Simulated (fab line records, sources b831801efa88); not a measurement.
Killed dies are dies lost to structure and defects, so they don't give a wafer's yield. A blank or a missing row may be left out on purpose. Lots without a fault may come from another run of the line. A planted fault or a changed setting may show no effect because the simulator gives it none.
A struck lot beside a sound one | flow sky130 | 24 steps out of a route of 708
Sound: wafers L896.1, L896.4, L896.5. Struck: wafers L899.1, L899.2. (L899.3 of the same lot was not struck and is left out.) The cause comes at the end.
At each step with rows: each side's tool, then ch and its chambers, then its first start. Under that, the readings that differ: sound wafers | struck wafers | difference of the means | sigmas: that difference in standard deviations of wafers without a fault.
alike: readings whose means differ by less than 2 such deviations, and words and numbers that are the same on both sides. not compared: withheld readings, readings that some wafer has no value for, bounds like >300 that may hide the same value, and numbers for which the record gives no deviation and whose values overlap.
The two part at a step that has a row with sigmas, a row that says differs or no value, or rows on one side only. Numbers that don't overlap but have no deviation are shown without sigmas and don't part them. A reading that every wafer of one side lacks parts them only if that side has two wafers or more.

first, 8 steps without rows for these wafers: SKY_RES_XHIGH_DEHYDRATE_00 (time 60 s); SKY_RES_XHIGH_HMDS_01 (prime time 60 s); SKY_RES_XHIGH_COAT_02 (resist thk 1140 nm); SKY_RES_XHIGH_SOFTBAKE_03 (time 60 s); SKY_RES_XHIGH_EXPOSE_04 (exposes mask URPM, target cd 1270 nm); SKY_RES_XHIGH_PEB_05; SKY_RES_XHIGH_DEVELOP_06 (develop time 60 s); SKY_RES_XHIGH_IMPLANT_07.
SKY_RES_XHIGH_STRIP_08: strips in O2/N2.
  sound on plasma_asher-02 ch 0,1, day 29 13:03; struck on plasma_asher-03 ch 0,1, day 30 10:20
  reading                     | sound       | struck  | difference | sigmas
  drypump_motor_current_A (A) | 5.2 5.2 5.1 | 6.0 6.1 | +0.9       | +2
  alike: oes_product_au, strip_time_to_endpoint_s
  not compared: rf_hours_counter_h
SKY_RES_XHIGH_TW_MEAS_09:
  sound on film_metro-01, day 29 13:09; struck on film_metro-02, day 30 10:26
  alike: RES_XHIGH_TW
then, 2 steps without rows for these wafers: SKY_SD_N_DEHYDRATE_00 (time 60 s); SKY_SD_N_HMDS_01 (prime time 60 s).
SKY_SD_N_COAT_02: resist thk 1140 nm.
  sound on litho_track-03 ch 0, day 30 02:59; struck on litho_track-03 ch 0, day 30 23:08
  reading                                   | sound          | struck    | difference | sigmas
  model.NOVOLAK_of_SD_N_COAT_02.thk_nm (nm) | 1138 1143 1139 | 1024 1023 | -116       |
  alike: resist_line_temp_C
then, 3 steps without rows for these wafers: SKY_SD_N_SOFTBAKE_03 (time 60 s); SKY_SD_N_EXPOSE_04 (exposes mask NSDM, target cd 380 nm); SKY_SD_N_PEB_05.
SKY_SD_N_DEVELOP_06: develop time 60 s.
  sound on litho_track-01 ch 0, day 30 16:29; struck on litho_track-04 ch 0, day 31 13:36
  reading                                   | sound          | struck    | difference | sigmas
  model.NOVOLAK_of_SD_N_COAT_02.thk_nm (nm) | 1138 1142 1139 | 1023 1022 | -117       |
  alike: resist_line_temp_C
SKY_SD_N_CD_MEAS_07: target cd 380 nm.
  sound on cd_sem-02, day 30 16:38; struck on cd_sem-02, day 31 14:02
  reading    | sound             | struck      | difference | sigmas
  cd_nm (nm) | 377.9 376.8 379.4 | 390.1 390.5 | +12.3      | +6
  not compared: hold
SKY_SD_N_OVL_MEAS_08:
  sound on overlay-01, day 30 16:46; struck on overlay-01, day 31 16:01
  reading | sound | struck                                            | difference                   | sigmas
  hold    | - - - | await_dispo/1.9h/release await_dispo/1.9h/release | no value on the sound wafers |
  alike: SD_N_OVL
then, 2 steps without rows for these wafers: SKY_SD_N_IMPLANT_09; SKY_SD_N_IMPLANT_10.
SKY_SD_N_STRIP_11: strips in O2/N2.
  sound on plasma_asher-02 ch 0,1, day 30 17:06; struck on plasma_asher-03 ch 0,1, day 31 16:21
  reading                      | sound             | struck      | difference | sigmas
  oes_product_au (a.u.)        | 0.526 0.523 0.526 | 0.517 0.510 | -0.011     | -2
  strip_time_to_endpoint_s (s) | 22.51 22.59 22.52 | 21.24 21.24 | -1.30      | -35
  alike: drypump_motor_current_A
  not compared: rf_hours_counter_h
SKY_SD_N_TW_MEAS_12:
  sound on film_metro-01, day 30 17:12; struck on film_metro-02, day 31 16:27
  alike: SD_N_TW
-- the record jumps here: 17 days lie between the struck wafers' starts before and after (it left off in module SD_N and takes up again in module PAD_OPEN, whose first step shown is number 708 of the route) --
SKY_PAD_OPEN_PROBE_99:
  the record has rows for the struck wafers here (prober-01, day 48 14:06) and none for the sound ones

WHERE THEY PART
First at SKY_RES_XHIGH_STRIP_08; last, within this record, at SKY_PAD_OPEN_PROBE_99.

WHY: what the simulator had put in
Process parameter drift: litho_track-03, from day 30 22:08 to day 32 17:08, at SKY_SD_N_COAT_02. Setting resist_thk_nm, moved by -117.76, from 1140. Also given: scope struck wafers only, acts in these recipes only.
